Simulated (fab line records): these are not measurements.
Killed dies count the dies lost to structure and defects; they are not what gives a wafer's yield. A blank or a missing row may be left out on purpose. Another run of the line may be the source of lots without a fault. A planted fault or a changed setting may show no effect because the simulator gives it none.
Which of the tools did it? || flow gf180mcu || 36 wafers from 12 lots sampled at 5 of the route's 602 steps

## WHAT THE GAUGES READ, wafer by wafer
GF_V5_CD_MEAS_14: the cd target is 260 nm.
{"lot": "L966", "measured": "day 27 01:46", "on": "cd sem-01", "cd nm (nm)": "261.6 261.2 261.4"}
{"lot": "L968", "measured": "day 27 21:14", "on": "cd sem-01", "cd nm (nm)": "258.9 260.6 259.7"}
{"lot": "L972", "measured": "day 29 04:16", "on": "cd sem-02", "cd nm (nm)": "260.5 260.6 259.9"}
{"lot": "L973", "measured": "day 29 13:04", "on": "cd sem-02", "cd nm (nm)": "260.1 259.0 260.8"}
{"lot": "L976", "measured": "day 30 08:46", "on": "cd sem-02", "cd nm (nm)": "263.2 261.8 261.9"}
{"lot": "L980", "measured": "day 31 19:24", "on": "cd sem-01", "cd nm (nm)": "248.4 249.0 248.0 248.8 249.0 248.0"}
{"lot": "L981", "measured": "day 32 00:05", "on": "cd sem-02", "cd nm (nm)": "248.5 248.9 249.2 248.0 248.8 249.0"}
{"lot": "L982", "measured": "day 32 01:28", "on": "cd sem-02", "cd nm (nm)": "259.7 258.0 259.2"}
{"lot": "L983", "measured": "day 32 05:32", "on": "cd sem-02", "cd nm (nm)": "246.6 246.4 247.4 246.4 246.7 247.6"}
{"lot": "L986", "measured": "day 32 21:56", "on": "cd sem-01", "cd nm (nm)": "261.0 259.9 258.8"}
{"lot": "L985", "measured": "day 32 23:25", "on": "cd sem-02", "cd nm (nm)": "260.3 261.9 260.6"}
{"lot": "L988", "measured": "day 33 08:46", "on": "cd sem-02", "cd nm (nm)": "260.0 259.2 259.3"}

GF_V5_THK_MEAS_25: measures by xrf.
{"lot": "L966", "measured": "day 27 02:57", "on": "film metro-03", "V5_W_THK (nm)": "364 366 356"}
{"lot": "L968", "measured": "day 27 22:24", "on": "film metro-02", "V5_W_THK (nm)": "355 355 357"}
{"lot": "L972", "measured": "day 29 05:26", "on": "film metro-03", "V5_W_THK (nm)": "350 342 355"}
{"lot": "L973", "measured": "day 29 14:14", "on": "film metro-04", "V5_W_THK (nm)": "342 344 338"}
{"lot": "L976", "measured": "day 30 10:01", "on": "film metro-03", "V5_W_THK (nm)": "356 350 351"}
{"lot": "L980", "measured": "day 31 23:46", "on": "film metro-04", "V5_W_THK (nm)": "334 331 345"}
{"lot": "L981", "measured": "day 32 04:46", "on": "film metro-03", "V5_W_THK (nm)": "360 350 357"}
{"lot": "L982", "measured": "day 32 02:40", "on": "film metro-03", "V5_W_THK (nm)": "345 354 345"}
{"lot": "L983", "measured": "day 32 10:46", "on": "film metro-04", "V5_W_THK (nm)": "353 342 355"}
{"lot": "L986", "measured": "day 32 23:05", "on": "film metro-04", "V5_W_THK (nm)": "355 350 350"}
{"lot": "L985", "measured": "day 33 00:36", "on": "film metro-04", "V5_W_THK (nm)": "351 347 350"}
{"lot": "L988", "measured": "day 33 09:58", "on": "film metro-02", "V5_W_THK (nm)": "355 357 363"}

## WHAT TOOL EACH LOT RAN ON (gives the tool, then ch and the chambers of the sampled wafers, and finally the start)
{"lot": "L966", "GF_M5_METAL_ETCH_10": "rie metal-04 ch 0,1, day 26 04:44", "GF_V5_SOFTBAKE_10": "litho track-02 ch 0, day 26 16:00", "GF_V5_SPUTTER_21": "pvd sputter-02, day 27 02:37"}
{"lot": "L968", "GF_M5_METAL_ETCH_10": "rie metal-02 ch 0,1, day 27 00:14", "GF_V5_SOFTBAKE_10": "litho track-03 ch 0, day 27 11:00", "GF_V5_SPUTTER_21": "pvd sputter-04, day 27 22:04"}
{"lot": "L972", "GF_M5_METAL_ETCH_10": "rie metal-03 ch 0,1, day 28 08:11", "GF_V5_SOFTBAKE_10": "litho track-02 ch 0, day 28 18:00", "GF_V5_SPUTTER_21": "pvd sputter-03, day 29 05:04"}
{"lot": "L973", "GF_M5_METAL_ETCH_10": "rie metal-03 ch 0,1, day 28 16:44", "GF_V5_SOFTBAKE_10": "litho track-04 ch 0, day 29 03:00", "GF_V5_SPUTTER_21": "pvd sputter-02, day 29 13:52"}
{"lot": "L976", "GF_M5_METAL_ETCH_10": "rie metal-04 ch 0,1, day 29 13:03", "GF_V5_SOFTBAKE_10": "litho track-04 ch 0, day 29 23:00", "GF_V5_SPUTTER_21": "pvd sputter-04, day 30 09:38"}
{"lot": "L980", "GF_M5_METAL_ETCH_10": "rie metal-02 ch 0,1, day 31 01:14", "GF_V5_SOFTBAKE_10": "litho track-02 ch 0, day 31 10:00", "GF_V5_SPUTTER_21": "pvd sputter-02, day 31 23:17"}
{"lot": "L981", "GF_M5_METAL_ETCH_10": "rie metal-02 ch 0,1, day 31 04:53", "GF_V5_SOFTBAKE_10": "litho track-02 ch 0, day 31 14:00", "GF_V5_SPUTTER_21": "pvd sputter-04, day 32 04:22"}
{"lot": "L982", "GF_M5_METAL_ETCH_10": "rie metal-04 ch 0,1, day 31 06:45", "GF_V5_SOFTBAKE_10": "litho track-03 ch 0, day 31 16:00", "GF_V5_SPUTTER_21": "pvd sputter-02, day 32 02:19"}
{"lot": "L983", "GF_M5_METAL_ETCH_10": "rie metal-02 ch 0,1, day 31 11:15", "GF_V5_SOFTBAKE_10": "litho track-02 ch 0, day 31 21:00", "GF_V5_SPUTTER_21": "pvd sputter-02, day 32 10:25"}
{"lot": "L986", "GF_M5_METAL_ETCH_10": "rie metal-04 ch 0,1, day 32 04:16", "GF_V5_SOFTBAKE_10": "litho track-04 ch 0, day 32 13:00", "GF_V5_SPUTTER_21": "pvd sputter-03, day 32 22:43"}
{"lot": "L985", "GF_M5_METAL_ETCH_10": "rie metal-04 ch 0,1, day 32 05:44", "GF_V5_SOFTBAKE_10": "litho track-03 ch 0, day 32 15:00", "GF_V5_SPUTTER_21": "pvd sputter-02, day 33 00:14"}
{"lot": "L988", "GF_M5_METAL_ETCH_10": "rie metal-02 ch 0,1, day 32 15:23", "GF_V5_SOFTBAKE_10": "litho track-03 ch 0, day 33 00:00", "GF_V5_SPUTTER_21": "pvd sputter-03, day 33 09:38"}
- GF_M5_METAL_ETCH_10: etches the open film in Cl2/BCl3, stops on SiO2, target depth 627.5 nm, time 104.6 s.
- GF_V5_SOFTBAKE_10: time 60 s.
- GF_V5_SPUTTER_21: material Ti, target thk 15 nm, time 80.02 s.

## AS READ BY THE TOOLS THEMSELVES (means over the sampled wafers that have a number; for cases with no such wafer, the mark the record gives instead)
GF_M5_METAL_ETCH_10.
{"lot": "L966", "tool": "rie metal-04", "bias w (W)": 139.9, "drypump motor current A (A)": 5.2, "oes product au (a.u.)": 0.972, "rf fwd power W (W)": 795.1, "throttle valve pct (%)": 28.251}
{"lot": "L968", "tool": "rie metal-02", "bias w (W)": 140.2, "drypump motor current A (A)": 5.8, "oes product au (a.u.)": 0.982, "rf fwd power W (W)": 796.1, "throttle valve pct (%)": 28.252}
{"lot": "L972", "tool": "rie metal-03", "bias w (W)": 139.7, "drypump motor current A (A)": 5.7, "oes product au (a.u.)": 0.972, "rf fwd power W (W)": 795.6, "throttle valve pct (%)": 28.255}
{"lot": "L973", "tool": "rie metal-03", "bias w (W)": 140.2, "drypump motor current A (A)": 5.7, "oes product au (a.u.)": 0.967, "rf fwd power W (W)": 797.2, "throttle valve pct (%)": 28.240}
{"lot": "L976", "tool": "rie metal-04", "bias w (W)": 140.0, "drypump motor current A (A)": 5.2, "oes product au (a.u.)": 0.967, "rf fwd power W (W)": 794.9, "throttle valve pct (%)": 28.249}
{"lot": "L980", "tool": "rie metal-02", "bias w (W)": 139.8, "drypump motor current A (A)": 5.9, "oes product au (a.u.)": 0.971, "rf fwd power W (W)": 796.0, "throttle valve pct (%)": 28.265}
{"lot": "L981", "tool": "rie metal-02", "bias w (W)": 140.2, "drypump motor current A (A)": 5.9, "oes product au (a.u.)": 0.969, "rf fwd power W (W)": 795.7, "throttle valve pct (%)": 28.250}
{"lot": "L982", "tool": "rie metal-04", "bias w (W)": 140.2, "drypump motor current A (A)": 5.3, "oes product au (a.u.)": 0.968, "rf fwd power W (W)": 795.4, "throttle valve pct (%)": 28.250}
{"lot": "L983", "tool": "rie metal-02", "bias w (W)": 139.6, "drypump motor current A (A)": 5.9, "oes product au (a.u.)": 0.956, "rf fwd power W (W)": 794.8, "throttle valve pct (%)": 28.274}
{"lot": "L986", "tool": "rie metal-04", "bias w (W)": 139.8, "drypump motor current A (A)": 5.4, "oes product au (a.u.)": 0.970, "rf fwd power W (W)": 797.5, "throttle valve pct (%)": 28.249}
{"lot": "L985", "tool": "rie metal-04", "bias w (W)": 140.0, "drypump motor current A (A)": 5.4, "oes product au (a.u.)": 0.971, "rf fwd power W (W)": 795.5, "throttle valve pct (%)": 28.254}
{"lot": "L988", "tool": "rie metal-02", "bias w (W)": 140.2, "drypump motor current A (A)": 5.8, "oes product au (a.u.)": 0.971, "rf fwd power W (W)": 797.6, "throttle valve pct (%)": 28.257}

GF_V5_SOFTBAKE_10.
{"lot": "L966", "tool": "litho track-02", "heater power total W (W)": 93.05, "run length s (s)": 88.77}
{"lot": "L968", "tool": "litho track-03", "heater power total W (W)": 93.09, "run length s (s)": 89.05}
{"lot": "L972", "tool": "litho track-02", "heater power total W (W)": 93.00, "run length s (s)": 88.85}
{"lot": "L973", "tool": "litho track-04", "heater power total W (W)": 93.06, "run length s (s)": 89.42}
{"lot": "L976", "tool": "litho track-04", "heater power total W (W)": 93.02, "run length s (s)": 89.40}
{"lot": "L980", "tool": "litho track-02", "heater power total W (W)": 119.89, "run length s (s)": 55.74}
{"lot": "L981", "tool": "litho track-02", "heater power total W (W)": 119.86, "run length s (s)": 55.81}
{"lot": "L982", "tool": "litho track-03", "heater power total W (W)": 93.02, "run length s (s)": 89.10}
{"lot": "L983", "tool": "litho track-02", "heater power total W (W)": 119.87, "run length s (s)": 55.70}
{"lot": "L986", "tool": "litho track-04", "heater power total W (W)": 93.04, "run length s (s)": 89.37}
{"lot": "L985", "tool": "litho track-03", "heater power total W (W)": 93.07, "run length s (s)": 89.17}
{"lot": "L988", "tool": "litho track-03", "heater power total W (W)": 93.09, "run length s (s)": 89.16}

GF_V5_SPUTTER_21.
{"lot": "L966", "tool": "pvd sputter-02", "throttle valve pct (%)": 29.9}
{"lot": "L968", "tool": "pvd sputter-04", "throttle valve pct (%)": 30.5}
{"lot": "L972", "tool": "pvd sputter-03", "throttle valve pct (%)": 31.1}
{"lot": "L973", "tool": "pvd sputter-02", "throttle valve pct (%)": 30.3}
{"lot": "L976", "tool": "pvd sputter-04", "throttle valve pct (%)": 29.7}
{"lot": "L980", "tool": "pvd sputter-02", "throttle valve pct (%)": 30.5}
{"lot": "L981", "tool": "pvd sputter-04", "throttle valve pct (%)": 30.3}
{"lot": "L982", "tool": "pvd sputter-02", "throttle valve pct (%)": 30.1}
{"lot": "L983", "tool": "pvd sputter-02", "throttle valve pct (%)": 29.9}
{"lot": "L986", "tool": "pvd sputter-03", "throttle valve pct (%)": 31.4}
{"lot": "L985", "tool": "pvd sputter-02", "throttle valve pct (%)": 30.4}
{"lot": "L988", "tool": "pvd sputter-03", "throttle valve pct (%)": 29.9}

## THE ANSWER, worked out from the rows above alone
Rule: the lots themselves supply what counts as usual. Put in order of their means at a reading, lots are off if they are a third of the lots or fewer, leave a main group of 4 or more, and stand apart from it by a gap of 3 or more times the standard deviation of the main group's means; of several such gaps the widest counts. The tables above print the reading to a certain number of digits; a main group whose means all agree to those digits is not used. A lot without any number at a reading at which 4 lots or more have one is off too. All remaining lots with rows at the step are treated as sound. First the gauges in route order, then the tools' own readings, where a lot's mean is used as printed above. At the first step where some lot is off, the reading lying furthest off is the one used; lots without a number count as furthest.
Off, at GF_V5_CD_MEAS_14 on cd nm: L980, L981, L983. Main group: mean 260.3 nm, sd 0.98.
A tool fits if, at a process step before that reading, it ran every lot that is off, and no sound lot after the first of them. The gauges at GF_V5_CD_MEAS_14 aren't tried: what is off there is off at GF_V5_SOFTBAKE_10 too, on other tools, and a gauge's error can't cause that. One fits: litho track-02 at GF_V5_SOFTBAKE_10. Its last sound lot is L972 (day 28 18:00), its first lot that is off L980 (day 31 10:00): a fault that began between those two fits.
The tool's own readings at GF_V5_SOFTBAKE_10 bear it out: on the lots that are off they differ by more than 5 times the standard deviation of the sound lots' means. heater power total W reads 119.87 W there against 93.05 W on the sound lots; run length s reads 55.75 s there against 89.14 s on the sound lots.

## WHAT THE SIMULATOR HAD PUT IN
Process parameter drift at GF_V5_SOFTBAKE_10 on litho track-02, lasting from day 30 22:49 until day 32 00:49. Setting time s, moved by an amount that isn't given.
Shown lots that were struck: L980, L981, L983. The rule above found the same.
